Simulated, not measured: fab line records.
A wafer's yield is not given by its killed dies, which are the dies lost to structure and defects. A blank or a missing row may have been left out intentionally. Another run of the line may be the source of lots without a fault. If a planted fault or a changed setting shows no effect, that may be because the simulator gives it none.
fab line records -- flow sky130
record: lots: 15, wafers: 45, lastDay: 50
route steps=708 shown VIA2@529 METAL3@563 VIA3@574
lots untouched by any fault: they come from a run of this same line in which no faults occurred
startH: hours from the record's opening day to when the first of the lot's shown wafers began -- waitH: hours elapsed since this lot's preceding step -- " repeats the value in the row above -- L1.1+2: a row that stands for several wafers -- - no value present, or no start provided -- * or withheld: withheld -- < > ~ a bound
route shown NAME@n: NAME is a module with steps in the file, n the number in the route of the first one -- usual: mean and standard deviation over wafers with no fault -- same: alike in all rows -- chamber/n: place in a boat -- sites: readings site by site -- _std_site: how widely they spread, as a standard deviation -- _edge_site: outer sites' mean less inner sites' -- radiusMm: for every site, how far away it sits from the centre of the wafer -- mask NAME#n: copy n -- behind: the last tool/chamber to shape the wafer -- hold: cause of the lot's hold/its duration in hours/its outcome -- device: which transistor (n, p or np) failed to switch -- end of line: the route-end tests of the same wafers -- a step given without rows: its recipe and nothing more -- killed: dies that structure and defects cost at the first sort, which is not the same as the wafer's yield -- map: a wafer's dies, marking killed ones x, the rest . and places with no die _
set.NAME: setting as actually run; set.NAME@STEP: the setting as run at that earlier step -- model.NAME: the simulator's own value behind a step, which no gauge read
route steps across a sampled set of lots; one table per step, one row per wafer
services: from which hour (startH, from the record's first day; less than 0 if before it) a tool's chamber was out of use, for how many hours, and why
== steps ==
step: SKY_VIA2_RS_MEAS_22
recipe: thkMeasGauge: four-point-probe, reads: W_of_VIA2_CVD_21+TiN_of_VIA2_SPUTTER_20
usual: VIA2_W_RS: 0.274/0.0034
lot.wafer,tool,chamber,startH,waitH,VIA2_W_RS[ohm/sq]
L836.2,filmMetro-01,-,874.63,0.1,0.271
L836.3,filmMetro-01,-,874.63,0.1,0.273
L836.5,filmMetro-01,-,874.63,0.1,0.272
L837.2,filmMetro-02,-,880.92,0.1,0.275
L837.3,filmMetro-02,-,880.92,0.1,0.272
L837.6,filmMetro-02,-,880.92,0.1,0.276
L839.1,filmMetro-04,-,881.08,0.1,0.277
L839.2,filmMetro-04,-,881.08,0.1,0.270
L839.5,filmMetro-04,-,881.08,0.1,0.278
L840.2,filmMetro-02,-,883.05,0.1,0.276
L840.3,filmMetro-02,-,883.05,0.1,0.276
L840.4,filmMetro-02,-,883.05,0.1,0.275
L841.1,filmMetro-04,-,883.80,0.1,0.270
L841.2,filmMetro-04,-,883.80,0.1,0.277
L841.6,filmMetro-04,-,883.80,0.1,0.276
L843.2,filmMetro-04,-,903.88,0.1,0.274
L843.3,filmMetro-04,-,903.88,0.1,0.273
L843.4,filmMetro-04,-,903.88,0.1,0.274
L845.1,filmMetro-01,-,911.40,0.1,0.270
L845.4,filmMetro-01,-,911.40,0.1,0.274
L845.6,filmMetro-01,-,911.40,0.1,0.269
L846.2,filmMetro-04,-,922.43,0.1,0.274
L846.4,filmMetro-04,-,922.43,0.1,0.274
L846.5,filmMetro-04,-,922.43,0.1,0.274
L848.1,filmMetro-02,-,937.04,0.1,0.269
L848.2,filmMetro-02,-,937.04,0.1,0.274
L848.6,filmMetro-02,-,937.04,0.1,0.269
L849.1,filmMetro-01,-,938.56,0.1,0.274
L849.2,filmMetro-01,-,938.56,0.1,0.278
L849.5,filmMetro-01,-,938.56,0.1,0.276
L850.1,filmMetro-01,-,944.00,0.1,0.278
L850.3,filmMetro-01,-,944.00,0.1,0.271
L850.6,filmMetro-01,-,944.00,0.1,0.273
L852.1,filmMetro-04,-,966.64,0.1,0.276
L852.2,filmMetro-04,-,966.64,0.1,0.281
L852.6,filmMetro-04,-,966.64,0.1,0.274
L854.1,filmMetro-02,-,986.90,0.1,0.277
L854.5,filmMetro-02,-,986.90,0.1,0.276
L854.6,filmMetro-02,-,986.90,0.1,0.275
L856.1,filmMetro-04,-,992.79,0.1,0.272
L856.2,filmMetro-04,-,992.79,0.1,0.275
L856.6,filmMetro-04,-,992.79,0.1,0.275
L857.1,filmMetro-01,-,996.64,0.1,0.274
L857.3,filmMetro-01,-,996.64,0.1,0.273
L857.6,filmMetro-01,-,996.64,0.1,0.271
step: SKY_METAL3_CD_MEAS_13
recipe: targetCdNm: 300
usual: cdNm: 300.6/1.3
lot.wafer,tool,chamber,startH,waitH,cdNm
L836.2,cdSem-02,-,926.07,-,299.7
L836.3,cdSem-02,-,926.07,-,300.8
L836.5,cdSem-02,-,926.07,-,298.8
L837.2,cdSem-02,-,932.22,-,301.2
L837.3,cdSem-02,-,932.22,-,299.8
L837.6,cdSem-02,-,932.22,-,299.8
L839.1,cdSem-01,-,932.49,-,301.5
L839.2,cdSem-01,-,932.49,-,302.8
L839.5,cdSem-01,-,932.49,-,302.3
L840.2,cdSem-02,-,934.02,-,299.4
L840.3,cdSem-02,-,934.02,-,301.3
L840.4,cdSem-02,-,934.02,-,298.5
L841.1,cdSem-01,-,934.65,-,298.9
L841.2,cdSem-01,-,934.65,-,298.6
L841.6,cdSem-01,-,934.65,-,300.4
L843.2,cdSem-02,-,954.87,-,301.6
L843.3,cdSem-02,-,954.87,-,302.3
L843.4,cdSem-02,-,954.87,-,302.8
L845.1,cdSem-01,-,961.50,-,302.3
L845.4,cdSem-01,-,961.50,-,300.4
L845.6,cdSem-01,-,961.50,-,300.8
L846.2,cdSem-01,-,972.12,-,300.9
L846.4,cdSem-01,-,972.12,-,301.9
L846.5,cdSem-01,-,972.12,-,301.6
L848.1,cdSem-02,-,986.85,-,300.5
L848.2,cdSem-02,-,986.85,-,301.8
L848.6,cdSem-02,-,986.85,-,299.6
L849.1,cdSem-01,-,988.04,-,301.4
L849.2,cdSem-01,-,988.04,-,302.0
L849.5,cdSem-01,-,988.04,-,301.6
L850.1,cdSem-01,-,992.49,-,299.8
L850.3,cdSem-01,-,992.49,-,301.1
L850.6,cdSem-01,-,992.49,-,301.4
L852.1,cdSem-01,-,1014.49,-,301.6
L852.2,cdSem-01,-,1014.49,-,302.1
L852.6,cdSem-01,-,1014.49,-,302.2
L854.1,cdSem-02,-,1034.05,-,298.7
L854.5,cdSem-02,-,1034.05,-,298.0
L854.6,cdSem-02,-,1034.05,-,298.6
L856.1,cdSem-01,-,1040.35,-,299.0
L856.2,cdSem-01,-,1040.35,-,298.8
L856.6,cdSem-01,-,1040.35,-,299.5
L857.1,cdSem-02,-,1043.20,-,299.9
L857.3,cdSem-02,-,1043.20,-,299.8
L857.6,cdSem-02,-,1043.20,-,299.8
step: SKY_VIA3_THK_MEAS_01
recipe: reads: SiO2_of_VIA3_HDPCVD_00
usual: VIA3_HDPCVD_THK: 1625/15
lot.wafer,tool,chamber,startH,waitH,VIA3_HDPCVD_THK[nm]
L836.2,filmMetro-01,-,927.31,0.1,1626
L836.3,filmMetro-01,-,927.31,0.1,1660
L836.5,filmMetro-01,-,927.31,0.1,1639
L839.1,filmMetro-04,-,933.77,0.1,1603
L839.2,filmMetro-04,-,933.77,0.1,1612
L839.5,filmMetro-04,-,933.77,0.1,1612
L837.2,filmMetro-03,-,933.80,0.1,1640
L837.3,filmMetro-03,-,933.80,0.1,1629
L837.6,filmMetro-03,-,933.80,0.1,1643
L840.2,filmMetro-03,-,935.75,0.1,1623
L840.3,filmMetro-03,-,935.75,0.1,1644
L840.4,filmMetro-03,-,935.75,0.1,1620
L841.1,filmMetro-01,-,935.89,0.1,1610
L841.2,filmMetro-01,-,935.89,0.1,1613
L841.6,filmMetro-01,-,935.89,0.1,1597
L843.2,filmMetro-04,-,956.54,0.2,1618
L843.3,filmMetro-04,-,956.54,0.2,1624
L843.4,filmMetro-04,-,956.54,0.2,1619
L845.1,filmMetro-01,-,962.87,0.2,1614
L845.4,filmMetro-01,-,962.87,0.2,1593
L845.6,filmMetro-01,-,962.87,0.2,1610
L846.2,filmMetro-04,-,973.38,0.1,1626
L846.4,filmMetro-04,-,973.38,0.1,1631
L846.5,filmMetro-04,-,973.38,0.1,1614
L848.1,filmMetro-04,-,988.13,0.1,1604
L848.2,filmMetro-04,-,988.13,0.1,1614
L848.6,filmMetro-04,-,988.13,0.1,1633
L849.1,filmMetro-03,-,989.29,0.1,1617
L849.2,filmMetro-03,-,989.29,0.1,1632
L849.5,filmMetro-03,-,989.29,0.1,1628
L850.1,filmMetro-04,-,993.74,0.1,1630
L850.3,filmMetro-04,-,993.74,0.1,1617
L850.6,filmMetro-04,-,993.74,0.1,1619
L852.1,filmMetro-04,-,1015.77,0.1,1620
L852.2,filmMetro-04,-,1015.77,0.1,1624
L852.6,filmMetro-04,-,1015.77,0.1,1625
L854.1,filmMetro-01,-,1035.43,0.1,1616
L854.5,filmMetro-01,-,1035.43,0.1,1605
L854.6,filmMetro-01,-,1035.43,0.1,1615
L856.1,filmMetro-03,-,1041.59,0.1,1609
L856.2,filmMetro-03,-,1041.59,0.1,1625
L856.6,filmMetro-03,-,1041.59,0.1,1617
L857.1,filmMetro-03,-,1044.44,0.1,1644
L857.3,filmMetro-03,-,1044.44,0.1,1638
L857.6,filmMetro-03,-,1044.44,0.1,1649
step: SKY_VIA3_CMP_02
recipe: material: SiO2, downForcePsi: 4, platenRpm: 60, padVelocityMS: 0.94248
usual: edgeZonePressureFrac: 0.999/0.0053, headPressurePsi: 4.000/0.0085, motorCurrentA: 11.7/0.68
lot.wafer,tool,chamber,startH,waitH,edgeZonePressureFrac,headPressurePsi,motorCurrentA
L836.3,cmp-02,2,927.36,0.0,1.003,3.996,11.0
L836.2,cmp-02,1,927.36,0.0,0.999,4.012,12.2
L836.5,cmp-02,3,927.36,0.0,1.002,3.994,11.6
L839.1,cmp-02,3,933.83,0.1,0.997,4.015,11.1
L839.2,cmp-02,0,933.83,0.1,0.995,4.012,12.2
L839.5,cmp-02,0,933.83,0.1,0.994,4.006,12.5
L837.2,cmp-01,2,933.95,0.1,-,-,-
L837.3,cmp-01,3,933.95,0.1,-,-,-
L837.6,cmp-01,1,933.95,0.1,-,-,-
L840.3,cmp-01,3,935.80,0.0,-,-,-
L840.4,cmp-01,0,935.80,0.0,-,-,-
L840.2,cmp-01,1,935.80,0.0,-,-,-
L841.2,cmp-02,1,935.95,0.0,-,-,-
L841.1,cmp-02,0,935.95,0.0,-,-,-
L841.6,cmp-02,1,935.95,0.0,-,-,-
L843.3,cmp-02,0,956.64,0.1,1.000,4.018,12.0
L843.4,cmp-02,1,956.64,0.1,0.998,3.993,12.6
L843.2,cmp-02,2,956.64,0.1,0.992,3.988,11.5
L845.4,cmp-01,0,962.93,0.0,0.998,3.975,12.3
L845.1,cmp-01,2,962.93,0.0,0.994,3.995,12.4
L845.6,cmp-01,0,962.93,0.0,1.003,3.998,12.1
L846.2,cmp-02,2,973.43,0.0,1.001,3.990,11.0
L846.4,cmp-02,3,973.43,0.0,1.005,3.985,11.7
L846.5,cmp-02,3,973.43,0.0,1.002,3.987,11.0
L848.2,cmp-01,0,988.19,0.0,0.996,4.003,12.7
L848.1,cmp-01,2,988.19,0.0,1.002,4.006,11.4
L848.6,cmp-01,1,988.19,0.0,1.002,4.000,11.8
L849.2,cmp-01,3,989.45,0.1,1.003,3.996,11.0
L849.1,cmp-01,0,989.45,0.1,1.006,3.996,11.7
L849.5,cmp-01,2,989.45,0.1,0.999,3.984,11.7
L850.1,cmp-02,1,993.85,0.1,0.999,4.023,12.8
L850.3,cmp-02,2,993.85,0.1,0.997,4.002,10.6
L850.6,cmp-02,1,993.85,0.1,0.993,4.012,12.3
L852.1,cmp-01,3,1015.93,0.1,1.004,4.000,10.6
L852.2,cmp-01,0,1015.93,0.1,0.999,4.003,12.4
L852.6,cmp-01,1,1015.93,0.1,0.999,3.999,12.0
L854.1,cmp-01,2,1035.64,0.2,1.002,3.991,11.7
L854.5,cmp-01,3,1035.64,0.2,1.000,4.004,10.8
L854.6,cmp-01,0,1035.64,0.2,1.001,4.006,12.7
L856.2,cmp-02,3,1041.70,0.1,0.994,4.002,11.1
L856.1,cmp-02,0,1041.70,0.1,1.001,4.001,11.7
L856.6,cmp-02,3,1041.70,0.1,0.989,4.014,11.1
L857.3,cmp-02,1,1044.55,0.1,1.009,4.003,12.6
L857.1,cmp-02,3,1044.55,0.1,1.001,4.000,11.0
L857.6,cmp-02,0,1044.55,0.1,0.987,3.995,12.5
step: SKY_VIA3_BOW_MEAS_03
recipe: mode: bow
usual: VIA3_BOW: 80/7.6
lot.wafer,tool,chamber,startH,waitH,VIA3_BOW[um]
L836.2,filmMetro-01,-,927.68,0.1,82
L836.3,filmMetro-01,-,927.68,0.1,94
L836.5,filmMetro-01,-,927.68,0.1,77
L839.1,filmMetro-01,-,934.13,0.2,84
L839.2,filmMetro-01,-,934.13,0.2,74
L839.5,filmMetro-01,-,934.13,0.2,85
L837.2,filmMetro-03,-,934.17,0.2,143
L837.3,filmMetro-03,-,934.17,0.2,139
L837.6,filmMetro-03,-,934.17,0.2,142
L840.2,filmMetro-03,-,936.12,0.2,140
L840.3,filmMetro-03,-,936.12,0.2,152
L840.4,filmMetro-03,-,936.12,0.2,149
L841.1,filmMetro-04,-,936.25,0.1,118
L841.2,filmMetro-04,-,936.25,0.1,132
L841.6,filmMetro-04,-,936.25,0.1,126
L843.2,filmMetro-03,-,956.91,0.1,97
L843.3,filmMetro-03,-,956.91,0.1,80
L843.4,filmMetro-03,-,956.91,0.1,84
L845.1,filmMetro-03,-,963.23,0.1,76
L845.4,filmMetro-03,-,963.23,0.1,75
L845.6,filmMetro-03,-,963.23,0.1,76
L846.2,filmMetro-04,-,973.75,0.3,74
L846.4,filmMetro-04,-,973.75,0.3,86
L846.5,filmMetro-04,-,973.75,0.3,73
L848.1,filmMetro-03,-,988.49,0.1,89
L848.2,filmMetro-03,-,988.49,0.1,84
L848.6,filmMetro-03,-,988.49,0.1,85
L849.1,filmMetro-01,-,989.65,0.1,70
L849.2,filmMetro-01,-,989.65,0.1,76
L849.5,filmMetro-01,-,989.65,0.1,84
L850.1,filmMetro-03,-,994.10,0.2,79
L850.3,filmMetro-03,-,994.10,0.2,84
L850.6,filmMetro-03,-,994.10,0.2,88
L852.1,filmMetro-04,-,1016.13,0.1,79
L852.2,filmMetro-04,-,1016.13,0.1,98
L852.6,filmMetro-04,-,1016.13,0.1,88
L854.1,filmMetro-03,-,1035.79,0.1,84
L854.5,filmMetro-03,-,1035.79,0.1,82
L854.6,filmMetro-03,-,1035.79,0.1,83
L856.1,filmMetro-01,-,1041.95,0.1,67
L856.2,filmMetro-01,-,1041.95,0.1,84
L856.6,filmMetro-01,-,1041.95,0.1,75
L857.1,filmMetro-04,-,1044.80,0.1,70
L857.3,filmMetro-04,-,1044.80,0.1,67
L857.6,filmMetro-04,-,1044.80,0.1,73
step: SKY_VIA3_ETCH_15
recipe: target: SiO2, chemistry: C4F8/O2/Ar, targetDepthNm: 507, stopOn: TiN, maskMaterial: KrF-thick, sourceW: 1500, biasW: 1200, pressureMtorr: 40, c4f8FlowSccm: withheld, O2_flow_sccm: 6, Ar_flow_sccm: 300, timeS: 78
usual: oesProductAu: 0.946/0.0049
lot.wafer,tool,chamber,startH,waitH,oesProductAu,rfHoursCounterH
L836.2,rieDiel-03,0,952.29,0.0,0.942,15
L836.3,rieDiel-03,3,952.29,0.0,0.943,8
L836.5,rieDiel-03,2,952.29,0.0,0.944,-
L839.1,rieDiel-01,3,958.65,0.0,0.953,19
L839.2,rieDiel-01,1,958.65,0.0,0.946,18
L839.5,rieDiel-01,1,958.65,0.0,0.944,-
L837.2,rieDiel-01,1,959.00,0.0,1.630,18
L837.3,rieDiel-01,2,959.00,0.0,1.627,10
L837.6,rieDiel-01,3,959.00,0.0,1.631,-
L840.2,rieDiel-01,2,960.94,0.0,1.644,11
L840.3,rieDiel-01,0,960.94,0.0,1.642,27
L840.4,rieDiel-01,1,960.94,0.0,1.633,18
L841.1,rieDiel-03,0,961.29,0.0,1.662,15
L841.2,rieDiel-03,3,961.29,0.0,1.664,9
L841.6,rieDiel-03,0,961.29,0.0,1.637,-
L843.2,rieDiel-04,3,980.89,0.0,0.941,14
L843.3,rieDiel-04,1,980.89,0.0,0.946,22
L843.4,rieDiel-04,1,980.89,0.0,0.943,-
L845.1,rieDiel-01,3,987.09,0.0,0.953,20
L845.4,rieDiel-01,1,987.09,0.0,0.947,-
L845.6,rieDiel-01,3,987.09,0.0,0.950,-
L846.2,rieDiel-01,0,996.94,0.0,0.931,27
L846.4,rieDiel-01,3,996.94,0.0,0.952,20
L846.5,rieDiel-01,1,996.94,0.0,0.947,-
L848.1,rieDiel-04,0,1011.89,0.0,0.947,21
L848.2,rieDiel-04,2,1011.89,0.0,0.947,14
L848.6,rieDiel-04,0,1011.89,0.0,0.950,-
L849.1,rieDiel-03,0,1013.40,0.0,0.951,17
L849.2,rieDiel-03,2,1013.40,0.0,0.948,16
L849.5,rieDiel-03,2,1013.40,0.0,0.950,-
L850.1,rieDiel-03,1,1017.19,0.0,0.940,9
L850.3,rieDiel-03,2,1017.19,0.0,0.945,16
L850.6,rieDiel-03,0,1017.19,0.0,0.949,-
L852.1,rieDiel-01,2,1039.29,0.0,0.935,13
L852.2,rieDiel-01,0,1039.29,0.0,0.948,29
L852.6,rieDiel-01,2,1039.29,0.0,0.938,-
L854.1,rieDiel-03,1,1057.94,0.0,0.940,11
L854.5,rieDiel-03,0,1057.94,0.0,0.945,-
L854.6,rieDiel-03,1,1057.94,0.0,0.945,-
L856.1,rieDiel-01,2,1063.84,0.0,0.948,14
L856.2,rieDiel-01,0,1063.84,0.0,0.951,30
L856.6,rieDiel-01,2,1063.84,0.0,0.940,-
L857.1,rieDiel-03,1,1066.39,0.0,0.945,11
L857.3,rieDiel-03,3,1066.39,0.0,0.956,12
L857.6,rieDiel-03,2,1066.39,0.0,0.944,-
== services ==
tool,chamber,startH,hours,kind
cmp-01,-,903.37,2.6,repair
cmp-02,-,905.59,1.4,repair
rieDiel-03,-,910.67,0.5,repair
cmp-01,-,912.17,4.0,pm
cmp-01,-,916.17,-,consumableReplace:conditioner
cmp-01,-,916.17,-,consumableReplace:pad
cmp-02,-,917.61,5.5,repair
cmp-02,-,931.48,0.6,repair
cmp-01,-,952.13,1.7,repair
rieDiel-04,-,957.40,1.7,repair
cmp-02,-,968.66,2.0,repair
rieDiel-04,2,971.71,29.8,repair
rieDiel-03,0,978.28,4.3,repair
rieDiel-01,0,980.65,8.1,repair
cmp-02,-,981.47,1.7,repair
rieDiel-04,3,982.00,45.3,repair
rieDiel-01,3,983.46,3.2,repair
rieDiel-04,1,985.02,5.1,repair
cmp-02,-,992.62,1.0,repair
cmp-02,-,1008.91,1.1,repair
rieDiel-01,1,1029.55,3.8,repair
rieDiel-04,-,1052.72,0.8,repair
== key ==
firstSign: step: SKY_VIA3_CMP_02, reading: toolRecord, direction: missing
effect: step: SKY_VIA3_BOW_MEAS_03, reading: VIA3_BOW, direction: up, sigmas: 7.6, usual: 80, struck: 138
effect: step: SKY_VIA3_ETCH_15, reading: oesProductAu, direction: up, sigmas: 99+, usual: 0.946, struck: 1.641
metAt SKY_VIA3_CMP_02
struckLots L837,L840,L841
laterRowsLeftOut L837.2,L837.3,L837.6,L840.2,L840.3,L840.4,L841.1,L841.2,L841.6
sortLeftOut L837.2,L837.3,L837.6,L840.2,L840.3,L840.4,L841.1,L841.2,L841.6
testerLeftOut L840,L841
notActingAt SKY_VIA2_RS_MEAS_22,SKY_METAL3_CD_MEAS_13,SKY_VIA3_THK_MEAS_01
onsetBetween 933.83 933.95
earlierFault: kind: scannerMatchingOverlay, tool: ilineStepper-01, chamber: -, onsetH: 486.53, steps: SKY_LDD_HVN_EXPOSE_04, offset: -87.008
fault: kind: skippedStepWhole, tool: cmp-01,cmp-02, chamber: -, onsetH: 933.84, steps: SKY_VIA3_CMP_02, scope: struckLotsOnly
testerLeftOut: of these lots the tester's yield and bins aren't shown, on N5 and GAA mostly nor the transistor test; their killed dies are dies lost to structure and defects alone, not to doping, threshold or leakage, so they don't give the yield
sortLeftOut: the simulated sort isn't trusted on such a fault, so these wafers' sort isn't shown, and their yield isn't known
laterRowsLeftOut: the simulator's readings of these wafers behind a module that went badly wrong aren't trusted and aren't shown, but for the sort
